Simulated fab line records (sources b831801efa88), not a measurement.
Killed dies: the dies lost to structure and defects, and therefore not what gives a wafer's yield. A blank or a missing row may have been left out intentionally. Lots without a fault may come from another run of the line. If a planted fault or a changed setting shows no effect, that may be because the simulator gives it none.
Matching of chambers	flow gf180mcu	GF_V1_ETCH_16 on rie diel-02 has 4 sister chambers
The step etches BARC in N2/H2. 16 wafers are shown with their chamber, then 8 later ones without.

== WAFERS, EACH WITH ITS CHAMBER ==
wafer	chamber	drypump motor current A (A)	n2 flow sccm (sccm)	throttle valve pct (%)
L741.3	2	5.8	100.27	13.238
L741.4	0	5.7	99.82	13.224
L741.5	0	5.7	99.89	13.218
L742.3	0	5.7	100.28	13.204
L742.4	1	6.0	99.84	13.220
L742.6	2	5.8	99.54	13.222
L744.3	1	6.0	99.76	13.204
L744.5	3	5.7	99.47	13.210
L744.6	0	5.6	100.17	13.233
L745.1	2	5.7	100.31	13.245
L745.2	3	5.7	99.80	13.220
L745.6	2	5.8	99.82	13.225
L749.1	1	6.0	99.50	13.220
L749.2	2	5.8	100.25	13.221
L749.6	3	5.7	100.10	13.223
L752.1	3	5.7	99.61	13.221

SIGNATURES (averages over the wafers above)
reading	chamber 0	chamber 1	chamber 2	chamber 3	scatter within a chamber
drypump motor current A	5.675	6.000	5.780	5.700	0.0359
n2 flow sccm	100.0400	99.7000	100.0380	99.7450	0.274
throttle valve pct	13.21975	13.21467	13.23020	13.21850	0.0099
Rule: a wafer lies at a distance from a chamber equal to the root of the sum of squares, over the readings, of (its reading less the chamber's mean, divided by the reading's scatter). If the next closest chamber is less than 2 further off than the closest, the wafer can't be placed; otherwise it belongs to the closest. How the scatter is found: for the shown wafers, subtract from each reading the mean of its chamber, square and add these, divide the total by (wafers less chambers), then take the root.

== WAFERS MISSING THEIR CHAMBER ==
wafer	drypump motor current A (A)	n2 flow sccm (sccm)	throttle valve pct (%)
L752.2	6.0	100.34	13.225
L752.5	5.7	100.22	13.231
L754.1	6.0	100.27	13.245
L754.3	5.7	100.16	13.236
L754.4	5.7	99.68	13.232
L764.2	5.7	100.62	13.224
L764.4	5.6	99.84	13.217
L764.6	5.7	99.66	13.221

== WHICH CHAMBER EACH WENT THROUGH ==
wafer	from the rows above	in truth
L752.2	1	1
L752.5	can't be placed: 0 or 3 or 2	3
L754.1	1	1
L754.3	can't be placed: 0 or 3 or 2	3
L754.4	can't be placed: 3 or 0 or 2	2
L764.2	can't be placed: 0 or 2 or 3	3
L764.4	can't be placed: 0 or 3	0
L764.6	can't be placed: 3 or 0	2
2 of 8 placed correctly. Unplaceable from these rows: 6, with the true chamber sitting among the candidates in 5. Wrongly placed: 0.
